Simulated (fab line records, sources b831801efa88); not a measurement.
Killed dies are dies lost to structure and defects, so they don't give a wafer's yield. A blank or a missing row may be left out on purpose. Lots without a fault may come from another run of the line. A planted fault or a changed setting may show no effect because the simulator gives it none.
One fault seen from 2 desks | flow sky130 | each desk has only its own numbers; what lay behind them comes last

THE METROLOGY DESK
What the gauges read, lot by lot, whatever tool the lot ran on: means of the sampled wafers that have a number. A lot is out of limits, marked OUT, if its mean lies more than 4 standard deviations from the usual mean; the brackets give that distance.
Columns: A = METAL1_OVL at SKY_METAL1_OVL_MEAS_16, usual 1 nm; B = VIA1_W_RS at SKY_VIA1_RS_MEAS_22, usual 0.430 ohm/sq
lot  | first seen here | A  | B
L229 | day 33 09:05    | 4  | 0.426
L231 | day 33 20:08    | -1 | 0.436
L233 | day 34 18:42    | 0  | 0.438
L234 | day 34 22:20    | -1 | 0.427
L235 | day 35 04:11    | 2  | 0.433
L236 | day 35 15:57    | 12 | 0.431
L237 | day 35 21:22    | -5 | 0.428
L239 | day 36 10:00    | 1  | 0.433
L240 | day 36 13:38    | 2  | 0.430
L242 | day 37 07:58    | 6  | 0.425
L246 | day 38 11:49    | 3  | 0.440
L250 | day 39 19:02    | 4  | 0.440
This desk's finding: nothing out of limits on any of the 12 lots.

THE TOOL OWNER'S DESK: cvd_w-01
The tool's own readings at SKY_VIA1_CVD_21 (deposits W, target thk 270 nm, time 80.902 s): means of the sampled wafers that have a number, for each lot that ran on this tool. A lot is out of limits, marked OUT, if its mean lies more than 4 standard deviations from the usual mean; the brackets give that distance.
Columns: A = heater_power_w at SKY_VIA1_CVD_21, usual 908 W
lot  | first seen here | A
L229 | day 34 13:53    | 940
L233 | day 35 23:26    | 1004
L234 | day 36 03:32    | 1008
L235 | day 36 09:10    | 977
L237 | day 37 01:35    | 933
L239 | day 37 14:32    | 972
L240 | day 37 17:58    | 981
L242 | day 38 11:20    | 976
L246 | day 39 15:25    | 998
L250 | day 40 21:06    | 993
This desk's finding: nothing out of limits on any of the 10 lots.

PUT TOGETHER
The metrology desk saw nothing out of limits.
The tool owner's desk saw nothing out of limits.

WHAT THE SIMULATOR HAD PUT IN
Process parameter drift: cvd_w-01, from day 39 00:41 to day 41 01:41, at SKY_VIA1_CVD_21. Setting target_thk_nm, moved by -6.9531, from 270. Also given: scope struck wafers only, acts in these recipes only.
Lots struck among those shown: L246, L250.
